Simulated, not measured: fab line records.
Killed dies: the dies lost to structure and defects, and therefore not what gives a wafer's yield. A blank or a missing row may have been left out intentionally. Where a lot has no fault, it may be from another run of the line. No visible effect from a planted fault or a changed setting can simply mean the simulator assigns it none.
Problem report in the 8D (eight disciplines) form, filled by code + flow gf180mcu + the parts of the form that need people (team, actions taken, sign-off) are left out

1. WHAT IS WRONG
Wafers free of any fault read 1168.7 ohm/sq (standard deviation 2.9) for MVPSD_RS at GF_VT_IMPLANT_RS_MEAS_49, against a mean of 1206.4 ohm/sq on 3 wafers of 3 lots. That is +13 standard deviations from the usual mean.
The step: measures by four-point-probe.
First seen on wafer L958.3, day 11 11:46, on film-metro-01. Wafers with a number at this step in the record: 36, from 13 lots. Rule for "out", or "out of limits": more than 4 standard deviations from the usual mean. All remaining wafers that have a number are taken as sound.

2. WHAT IT IS, AND WHAT IT ISN'T
| question                    | is                           | is not                                                                                |
|-----------------------------|------------------------------|---------------------------------------------------------------------------------------|
| which readings at this step | MVPSD_RS                     | -                                                                                     |
| which lots                  | L958, L960, L961             | L944, L945, L946, L947, L948, L949, L952, L956, L965, L966                            |
| which wafers of those lots  | L958.3, L960.3, L961.3       | L958.1, L960.1, L961.1                                                                |
| read on which gauges        | film-metro-01, film-metro-03 | film-metro-04                                                                         |
| when                        | from day 11 11:46            | up to then (25 sound wafers); but 8 sound wafers of L960, L961, L965, L966 came after |

3. SUSPECTS, AND WHAT RULES EACH OUT
Counting: a tool at a process step up to the reading stays a suspect if it ran every lot that is out. Sound lots after the first of them don't rule it out here, since some wafers of a struck lot are sound.
- ruled out: the gauge at GF_VT_IMPLANT_RS_MEAS_49. The wafers that are out were read on 2 gauges (film-metro-01, film-metro-03).
- implanter-02 at GF_MVPSD_IMPLANT_08: kept. It processed each lot that is out (first: L958, day 8 12:25); up to then, its last sound lot is L948 (day 5 23:43).
The count leaves implanter-02 at GF_MVPSD_IMPLANT_08.

4. THE CAUSE (what the simulator had put in)
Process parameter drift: implanter-02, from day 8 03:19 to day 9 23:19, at GF_MVPSD_IMPLANT_08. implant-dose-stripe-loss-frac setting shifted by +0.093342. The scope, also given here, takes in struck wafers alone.
Only this tool survived the counting.

5. THE CHAIN OF EFFECTS, in route order
Rows list readings where the struck wafers' mean (over those with a number) sits beyond 3 standard deviations from the usual. Only readings whose record carries a usual standard deviation are examined. hours: median over the lots of the time between each lot's start at the first step of this table that gives one and its start at this step. sigmas: the change, counted in usual standard deviations.
| hours | step                     | reading  | usual         | on struck wafers | change | sigmas |
|-------|--------------------------|----------|---------------|------------------|--------|--------|
| 0     | GF_VT_IMPLANT_RS_MEAS_49 | MVPSD_RS | 1168.7 ohm/sq | 1206.4           | +37.7  | +13    |

6. HOW IT WOULD HAVE BEEN CAUGHT EARLIER
In this record the first reading out of limits at a measuring or inspecting step was taken at day 11 11:46, 80 hours after the fault began at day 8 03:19.
Of the tool readings at GF_MVPSD_IMPLANT_08 for which the record gives a usual standard deviation, none was out on any struck wafer, so an alarm limit of 4 standard deviations on them would not have fired.
The start of GF_MVPSD_IMPLANT_08 on implanter-02 came by day 11 11:46 for every one of the lots that are out (3). Tool hold at that time: it would have spared none of them.
